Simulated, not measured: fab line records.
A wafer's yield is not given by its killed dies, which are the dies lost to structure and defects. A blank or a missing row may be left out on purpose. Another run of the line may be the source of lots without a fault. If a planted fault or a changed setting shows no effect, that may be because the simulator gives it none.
Chamber matching / flow sky130 / 4 sister chambers for SKY_CONTACT_CMP_27 on cmp-01
The step polishes, stops on SiO2, t overpolish 15 s, target thk 0 nm. 16 wafers are shown with their chamber, then 8 later ones without.

## WAFERS PAIRED WITH THEIR CHAMBERS
wafer=L367.2; chamber=1; motor_current_A (A)=11.5; time_to_endpoint_s (s)=85; overpolish_run_s (s)=15.009
wafer=L367.4; chamber=0; motor_current_A (A)=11.1; time_to_endpoint_s (s)=86; overpolish_run_s (s)=15.008
wafer=L367.5; chamber=1; motor_current_A (A)=11.1; time_to_endpoint_s (s)=85; overpolish_run_s (s)=15.005
wafer=L370.1; chamber=3; motor_current_A (A)=12.3; time_to_endpoint_s (s)=81; overpolish_run_s (s)=14.981
wafer=L370.5; chamber=0; motor_current_A (A)=10.9; time_to_endpoint_s (s)=83; overpolish_run_s (s)=15.005
wafer=L370.6; chamber=3; motor_current_A (A)=12.6; time_to_endpoint_s (s)=80; overpolish_run_s (s)=15.003
wafer=L374.1; chamber=3; motor_current_A (A)=12.7; time_to_endpoint_s (s)=80; overpolish_run_s (s)=14.997
wafer=L374.2; chamber=1; motor_current_A (A)=10.9; time_to_endpoint_s (s)=88; overpolish_run_s (s)=15.003
wafer=L374.3; chamber=2; motor_current_A (A)=10.4; time_to_endpoint_s (s)=87; overpolish_run_s (s)=15.005
wafer=L375.2; chamber=3; motor_current_A (A)=13.1; time_to_endpoint_s (s)=77; overpolish_run_s (s)=15.022
wafer=L375.5; chamber=2; motor_current_A (A)=9.9; time_to_endpoint_s (s)=89; overpolish_run_s (s)=14.993
wafer=L375.6; chamber=3; motor_current_A (A)=12.8; time_to_endpoint_s (s)=81; overpolish_run_s (s)=15.002
wafer=L376.2; chamber=3; motor_current_A (A)=12.9; time_to_endpoint_s (s)=81; overpolish_run_s (s)=14.992
wafer=L376.4; chamber=1; motor_current_A (A)=11.0; time_to_endpoint_s (s)=79; overpolish_run_s (s)=14.982
wafer=L376.5; chamber=0; motor_current_A (A)=10.8; time_to_endpoint_s (s)=81; overpolish_run_s (s)=15.015
wafer=L384.3; chamber=2; motor_current_A (A)=10.3; time_to_endpoint_s (s)=85; overpolish_run_s (s)=15.007

SIGNATURES (averages over the wafers above)
reading=motor_current_A; chamber 0=10.933; chamber 1=11.125; chamber 2=10.200; chamber 3=12.733; scatter within a chamber=0.253
reading=time_to_endpoint_s; chamber 0=83.33; chamber 1=84.25; chamber 2=87.00; chamber 3=80.00; scatter within a chamber=2.51
reading=overpolish_run_s; chamber 0=15.00933; chamber 1=14.99975; chamber 2=15.00167; chamber 3=14.99950; scatter within a chamber=0.0113
Rule: distance of a wafer from a chamber = root of the sum over the readings of ((wafer's reading minus chamber's mean) / reading's scatter) squared. If the next closest chamber is less than 2 further off than the closest, the wafer can't be placed; otherwise it belongs to the closest. The scatter is the square root of a quotient: the sum, over the shown wafers, of each reading's squared deviation from its chamber's mean, divided by wafers minus chambers.

## WAFERS WHOSE CHAMBER IS MISSING
wafer=L384.5; motor_current_A (A)=10.6; time_to_endpoint_s (s)=87; overpolish_run_s (s)=14.988
wafer=L384.6; motor_current_A (A)=11.0; time_to_endpoint_s (s)=85; overpolish_run_s (s)=14.997
wafer=L389.2; motor_current_A (A)=10.6; time_to_endpoint_s (s)=86; overpolish_run_s (s)=15.003
wafer=L389.3; motor_current_A (A)=11.1; time_to_endpoint_s (s)=84; overpolish_run_s (s)=14.977
wafer=L389.6; motor_current_A (A)=9.9; time_to_endpoint_s (s)=83; overpolish_run_s (s)=15.000
wafer=L390.2; motor_current_A (A)=9.8; time_to_endpoint_s (s)=88; overpolish_run_s (s)=14.996
wafer=L390.3; motor_current_A (A)=10.7; time_to_endpoint_s (s)=85; overpolish_run_s (s)=15.001
wafer=L390.5; motor_current_A (A)=9.9; time_to_endpoint_s (s)=84; overpolish_run_s (s)=14.997

## EACH ONE'S CHAMBER
wafer=L384.5; from the rows above=can't be placed: 2 or 1 or 0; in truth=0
wafer=L384.6; from the rows above=can't be placed: 1 or 0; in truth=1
wafer=L389.2; from the rows above=can't be placed: 2 or 0 or 1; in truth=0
wafer=L389.3; from the rows above=can't be placed: 1 or 0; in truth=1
wafer=L389.6; from the rows above=2; in truth=2
wafer=L390.2; from the rows above=2; in truth=2
wafer=L390.3; from the rows above=can't be placed: 0 or 1 or 2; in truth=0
wafer=L390.5; from the rows above=2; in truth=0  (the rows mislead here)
2 of 8 placed correctly. These rows do not allow placing 5 (true chamber among the candidates in 5). Wrongly placed: 1.
